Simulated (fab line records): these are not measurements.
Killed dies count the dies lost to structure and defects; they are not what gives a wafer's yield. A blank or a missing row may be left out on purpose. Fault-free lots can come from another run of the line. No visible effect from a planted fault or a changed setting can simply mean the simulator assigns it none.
fab line records -- flow sfq_line
record lots=15, wafers=45, last_day=92
route steps=325 shown M2@89
lots that met no fault: taken from a fault-free run of the same line
start_h: hours from the record's first day to the start of the lot's first wafer shown -- wait_h: hours since the lot's step before -- " as in the row above -- L1.1+2: a single row standing in for several wafers -- - value missing, or start not given -- * or withheld: withheld -- < > ~ a bound
route shown NAME@n: a module of which the file shows steps, and the number in the route of the first -- usual: mean/standard deviation taken from wafers without a fault -- same: alike in all rows -- chamber/n: place in a boat -- sites: the reading at each site -- _std_site: their standard deviation -- _edge_site: inner sites' mean taken away from outer sites' mean -- radius_mm: for every site, how far away it sits from the centre of the wafer -- mask NAME#n: copy n -- behind: tool/chamber where the wafer was last shaped -- hold: the reason the lot was held/the length of the hold in hours/how it ended -- device: the n, p or np transistor that did not switch -- end of line: the tests these same wafers got at the end of their route -- a step given without rows: its recipe and nothing more -- killed: dies that structure and defects cost at the first sort, which is not the same as the wafer's yield -- map: a wafer's dies, x killed, . not, _ none there
set.NAME: the setting that was run; set.NAME@STEP: the one run at that earlier step -- model.NAME: the simulator's own value behind a step, which no gauge read
steps of the route over a sample of lots; a table a step, a row a wafer
services: when a tool's chamber went out of use (start_h, in hours from the record's first day, below 0 if earlier), for how many hours, and the reason
## steps
# step SFQ_TRILAYER_M2_DEP_SPUTTER_055
# recipe material=Nb, base_pressure_pa=1.33e-06, chamber_pressure_pa=0.1333, substrate_temp_c=20, resputter_cathode_voltage_v=400, target_thk_nm=200, power_w=2000, time_s=133.3
# usual throttle_valve_pct=29.6/0.57
lot.wafer,tool,chamber,start_h,wait_h,throttle_valve_pct
L830.2,pvd_sputter-03,-,698.78,0.0,29.6
L830.3,pvd_sputter-03,-,698.78,0.0,29.8
L830.4,pvd_sputter-03,-,698.78,0.0,29.8
L831.2,pvd_sputter-06,-,702.58,0.0,29.9
L831.3,pvd_sputter-06,-,702.58,0.0,29.4
L831.5,pvd_sputter-06,-,702.58,0.0,29.8
L832.3,pvd_sputter-03,-,713.18,0.0,29.8
L832.4,pvd_sputter-03,-,713.18,0.0,29.9
L832.6,pvd_sputter-03,-,713.18,0.0,29.8
L833.1,pvd_sputter-03,-,725.78,0.0,29.2
L833.2,pvd_sputter-03,-,725.78,0.0,29.9
L833.5,pvd_sputter-03,-,725.78,0.0,30.4
L834.1,pvd_sputter-03,-,739.72,0.0,30.0
L834.2,pvd_sputter-03,-,739.72,0.0,29.2
L834.6,pvd_sputter-03,-,739.72,0.0,29.8
L835.1,pvd_sputter-05,-,743.30,0.0,29.6
L835.3,pvd_sputter-05,-,743.30,0.0,30.1
L835.5,pvd_sputter-05,-,743.30,0.0,28.4
L837.1,pvd_sputter-05,-,772.33,0.0,29.9
L837.3,pvd_sputter-05,-,772.33,0.0,29.5
L837.4,pvd_sputter-05,-,772.33,0.0,28.7
L840.2,pvd_sputter-05,-,782.05,0.0,29.5
L840.3,pvd_sputter-05,-,782.05,0.0,30.1
L840.6,pvd_sputter-05,-,782.05,0.0,30.1
L840.2,pvd_sputter-05,-,782.31,0.2,29.6
L840.3,pvd_sputter-05,-,782.31,0.2,30.3
L840.6,pvd_sputter-05,-,782.31,0.2,30.3
L842.3,pvd_sputter-03,-,788.35,0.0,29.7
L842.4,pvd_sputter-03,-,788.35,0.0,29.5
L842.6,pvd_sputter-03,-,788.35,0.0,30.5
L844.3,pvd_sputter-03,-,793.15,0.0,29.0
L844.5,pvd_sputter-03,-,793.15,0.0,30.1
L844.6,pvd_sputter-03,-,793.15,0.0,29.1
L844.3,pvd_sputter-03,-,793.41,0.2,28.9
L844.5,pvd_sputter-03,-,793.41,0.2,29.7
L844.6,pvd_sputter-03,-,793.41,0.2,29.0
L845.3,pvd_sputter-06,-,794.18,0.0,29.6
L845.4,pvd_sputter-06,-,794.18,0.0,29.3
L845.5,pvd_sputter-06,-,794.18,0.0,29.8
L846.1,pvd_sputter-03,-,795.38,0.0,30.3
L846.3,pvd_sputter-03,-,795.38,0.0,29.9
L846.6,pvd_sputter-03,-,795.38,0.0,29.8
L847.1,pvd_sputter-05,-,796.58,0.0,29.6
L847.3,pvd_sputter-05,-,796.58,0.0,29.9
L847.5,pvd_sputter-05,-,796.58,0.0,29.3
L849.1,pvd_sputter-05,-,800.20,0.0,29.5
L849.3,pvd_sputter-05,-,800.20,0.0,30.2
L849.6,pvd_sputter-05,-,800.20,0.0,30.0
L849.1,pvd_sputter-05,-,800.45,0.2,29.7
L849.3,pvd_sputter-05,-,800.45,0.2,30.1
L849.6,pvd_sputter-05,-,800.45,0.2,30.2
L852.2,pvd_sputter-05,-,806.26,0.0,28.6
L852.5,pvd_sputter-05,-,806.26,0.0,28.9
L852.6,pvd_sputter-05,-,806.26,0.0,29.2
# step SFQ_M2_RS_MEAS_914
# recipe thk_meas_gauge=four-point-probe, reads=Nb_of_TRILAYER_M2_DEP_SPUTTER_055
# usual M2_NB_RS=0.889/0.012
lot.wafer,tool,chamber,start_h,wait_h,M2_NB_RS[ohm/sq]
L830.2,film_metro-03,-,698.89,0.1,0.878
L830.3,film_metro-03,-,698.89,0.1,0.881
L830.4,film_metro-03,-,698.89,0.1,0.880
L831.2,film_metro-02,-,702.69,0.1,0.887
L831.3,film_metro-02,-,702.69,0.1,0.895
L831.5,film_metro-02,-,702.69,0.1,0.895
L832.3,film_metro-02,-,713.31,0.1,0.881
L832.4,film_metro-02,-,713.31,0.1,0.882
L832.6,film_metro-02,-,713.31,0.1,0.878
L833.1,film_metro-01,-,725.87,0.0,0.879
L833.2,film_metro-01,-,725.87,0.0,0.889
L833.5,film_metro-01,-,725.87,0.0,0.878
L834.1,film_metro-01,-,739.81,0.0,0.876
L834.2,film_metro-01,-,739.81,0.0,0.875
L834.6,film_metro-01,-,739.81,0.0,0.875
L835.1,film_metro-03,-,743.40,0.0,0.877
L835.3,film_metro-03,-,743.40,0.0,0.876
L835.5,film_metro-03,-,743.40,0.0,0.875
L837.1,film_metro-03,-,772.42,0.0,0.888
L837.3,film_metro-03,-,772.42,0.0,0.888
L837.4,film_metro-03,-,772.42,0.0,0.902
L840.2,film_metro-01,-,782.42,0.1,0.445
L840.3,film_metro-01,-,782.42,0.1,0.448
L840.6,film_metro-01,-,782.42,0.1,0.445
L842.3,film_metro-03,-,788.49,0.1,0.887
L842.4,film_metro-03,-,788.49,0.1,0.892
L842.6,film_metro-03,-,788.49,0.1,0.871
L844.3,film_metro-01,-,793.54,0.1,0.439
L844.5,film_metro-01,-,793.54,0.1,0.447
L844.6,film_metro-01,-,793.54,0.1,0.440
L845.3,film_metro-01,-,794.31,0.1,0.900
L845.4,film_metro-01,-,794.31,0.1,0.909
L845.5,film_metro-01,-,794.31,0.1,0.905
L846.1,film_metro-02,-,795.47,0.0,0.871
L846.3,film_metro-02,-,795.47,0.0,0.877
L846.6,film_metro-02,-,795.47,0.0,0.892
L847.1,film_metro-02,-,796.67,0.0,0.883
L847.3,film_metro-02,-,796.67,0.0,0.881
L847.5,film_metro-02,-,796.67,0.0,0.880
L849.1,film_metro-03,-,800.54,0.0,0.438
L849.3,film_metro-03,-,800.54,0.0,0.445
L849.6,film_metro-03,-,800.54,0.0,0.442
L852.2,film_metro-01,-,806.37,0.1,0.887
L852.5,film_metro-01,-,806.37,0.1,0.890
L852.6,film_metro-01,-,806.37,0.1,0.885
# step SFQ_TRILAYER_M2_ETCH_METAL_ETCH_060
# recipe target=Nb, stop_on=SiO2, mask_material=PR, chemistry=Cl2/Ar, target_depth_nm=240, icp_w=600, bias_w=80, pressure_mtorr=10, time_s=120
# usual chamber_pressure_mTorr=10.001/0.0099, drypump_motor_current_A=6.09/0.3, oes_product_au=0.895/0.0085, rf_fwd_power_W=597.3/2.1
lot.wafer,tool,chamber,start_h,wait_h,chamber_pressure_mTorr,drypump_motor_current_A,oes_product_au,rf_fwd_power_W,rf_hours_counter_h
L830.2,rie_metal-02,1,854.70,0.0,9.999,5.90,0.911,598.2,103
L830.3,rie_metal-02,0,854.70,0.0,9.996,6.24,0.897,596.8,-
L830.4,rie_metal-02,1,854.70,0.0,9.999,5.90,0.900,598.6,-
L831.2,rie_metal-03,1,855.90,0.0,9.994,5.71,0.897,595.5,116
L831.3,rie_metal-03,1,855.90,0.0,10.008,5.73,0.897,596.5,-
L831.5,rie_metal-03,1,855.90,0.0,9.979,5.71,0.892,596.6,-
L832.3,rie_metal-02,1,866.85,0.1,10.003,5.88,0.904,598.5,-
L832.4,rie_metal-02,1,866.85,0.1,9.997,5.87,0.892,601.3,-
L832.6,rie_metal-02,1,866.85,0.1,10.003,5.85,0.899,598.9,-
L833.1,rie_metal-03,1,877.50,0.0,10.008,5.73,0.903,594.1,119
L833.2,rie_metal-03,0,877.50,0.0,9.998,6.56,0.898,595.3,132
L833.5,rie_metal-03,1,877.50,0.0,9.986,5.72,0.896,596.6,-
L834.1,rie_metal-02,1,891.90,0.0,10.005,5.93,0.912,596.7,112
L834.2,rie_metal-02,0,891.90,0.0,10.021,6.25,0.904,598.5,6
L834.6,rie_metal-02,1,891.90,0.0,10.009,5.90,0.898,596.6,-
L835.1,rie_metal-03,0,894.30,0.0,9.993,6.62,0.903,599.8,135
L835.3,rie_metal-03,1,894.30,0.0,10.006,5.75,0.900,596.9,-
L835.5,rie_metal-03,0,894.30,0.0,10.005,6.64,0.910,597.6,-
L837.1,rie_metal-02,1,923.73,0.0,10.004,5.90,0.894,597.7,117
L837.3,rie_metal-02,0,923.73,0.0,10.008,6.25,0.896,595.9,-
L837.4,rie_metal-02,1,923.73,0.0,9.989,5.91,0.893,598.4,-
L840.2,rie_metal-02,0,933.33,0.0,9.988,6.26,1.003,600.6,11
L840.3,rie_metal-02,0,933.33,0.0,10.000,6.23,1.003,599.9,-
L840.6,rie_metal-02,1,933.33,0.0,10.013,5.89,0.999,599.0,-
L842.3,rie_metal-01,1,935.77,0.1,10.005,6.09,0.892,595.6,-
L842.4,rie_metal-01,0,935.77,0.1,10.016,5.96,0.897,597.4,-
L842.6,rie_metal-01,0,935.77,0.1,10.012,5.94,0.915,598.0,-
L844.3,rie_metal-03,0,939.37,0.1,10.014,6.57,0.993,601.1,-
L844.5,rie_metal-03,0,939.37,0.1,10.003,6.59,0.997,596.0,-
L844.6,rie_metal-03,1,939.37,0.1,10.012,5.73,0.997,598.7,-
L845.3,rie_metal-03,0,942.97,0.1,10.000,6.61,0.884,599.8,-
L845.4,rie_metal-03,1,942.97,0.1,10.009,5.75,0.883,598.0,-
L845.5,rie_metal-03,1,942.97,0.1,10.002,5.73,0.886,597.1,-
L846.1,rie_metal-01,0,944.13,0.0,10.014,5.98,0.910,596.8,86
L846.3,rie_metal-01,0,944.13,0.0,9.994,5.92,0.895,599.2,-
L846.6,rie_metal-01,1,944.13,0.0,9.998,6.07,0.891,595.5,-
L847.1,rie_metal-02,0,945.33,0.0,9.991,6.27,0.886,593.0,12
L847.3,rie_metal-02,0,945.33,0.0,9.997,6.26,0.897,595.6,-
L847.5,rie_metal-02,0,945.33,0.0,10.021,6.26,0.898,591.5,-
L849.1,rie_metal-02,0,950.13,0.0,9.988,6.24,1.006,597.0,13
L849.3,rie_metal-02,0,950.13,0.0,10.001,6.25,1.016,598.2,-
L849.6,rie_metal-02,1,950.13,0.0,10.018,5.87,1.004,598.5,-
L852.2,rie_metal-01,0,957.33,0.0,10.003,5.97,0.905,596.3,87
L852.5,rie_metal-01,1,957.33,0.0,9.996,6.08,0.892,593.8,-
L852.6,rie_metal-01,0,957.33,0.0,9.994,5.93,0.893,597.1,-
## services
tool,chamber,start_h,hours,kind
pvd_sputter-03,-,682.04,2.6,repair
pvd_sputter-05,0,687.30,-,consumable_replace:kit
pvd_sputter-05,0,687.30,18.0,scheduled_down
pvd_sputter-05,0,687.30,18.0,vent_cycle
rie_metal-01,1,721.31,7.4,repair
pvd_sputter-06,-,721.54,3.2,repair
pvd_sputter-06,-,722.54,1.9,repair
pvd_sputter-05,-,738.34,2.2,repair
pvd_sputter-06,-,786.74,2.8,repair
pvd_sputter-03,-,789.10,1.3,repair
rie_metal-01,-,806.23,1.0,repair
rie_metal-03,-,849.43,2.8,pm
rie_metal-02,-,856.69,1.8,repair
rie_metal-02,0,857.51,29.8,repair
pvd_sputter-05,-,878.87,7.2,repair
rie_metal-01,-,879.97,14.6,pm
rie_metal-02,0,904.56,2.7,repair
rie_metal-03,-,914.82,2.3,repair
pvd_sputter-03,-,922.14,1.5,repair
pvd_sputter-03,-,927.10,4.2,repair
pvd_sputter-03,3,937.21,-,consumable_replace:kit
pvd_sputter-03,3,937.21,18.0,scheduled_down
pvd_sputter-03,3,937.21,18.0,vent_cycle
pvd_sputter-06,-,955.87,4.4,repair
## key
first_sign step=SFQ_TRILAYER_M2_DEP_SPUTTER_055, reading=visit, direction=added
effect step=SFQ_M2_RS_MEAS_914, reading=M2_NB_RS, direction=down, sigmas=38, usual=0.889, struck=0.443
effect step=SFQ_TRILAYER_M2_ETCH_METAL_ETCH_060, reading=oes_product_au, direction=up, sigmas=13, usual=0.895, struck=1.002
met_at SFQ_TRILAYER_M2_DEP_SPUTTER_055
struck_lots L840,L844,L849
fault kind=repeated_step_whole, tool=pvd_sputter-03,pvd_sputter-05,pvd_sputter-06, chamber=-, onset_h=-, steps=SFQ_TRILAYER_M2_DEP_SPUTTER_055, times=1, scope=struck_lots_only
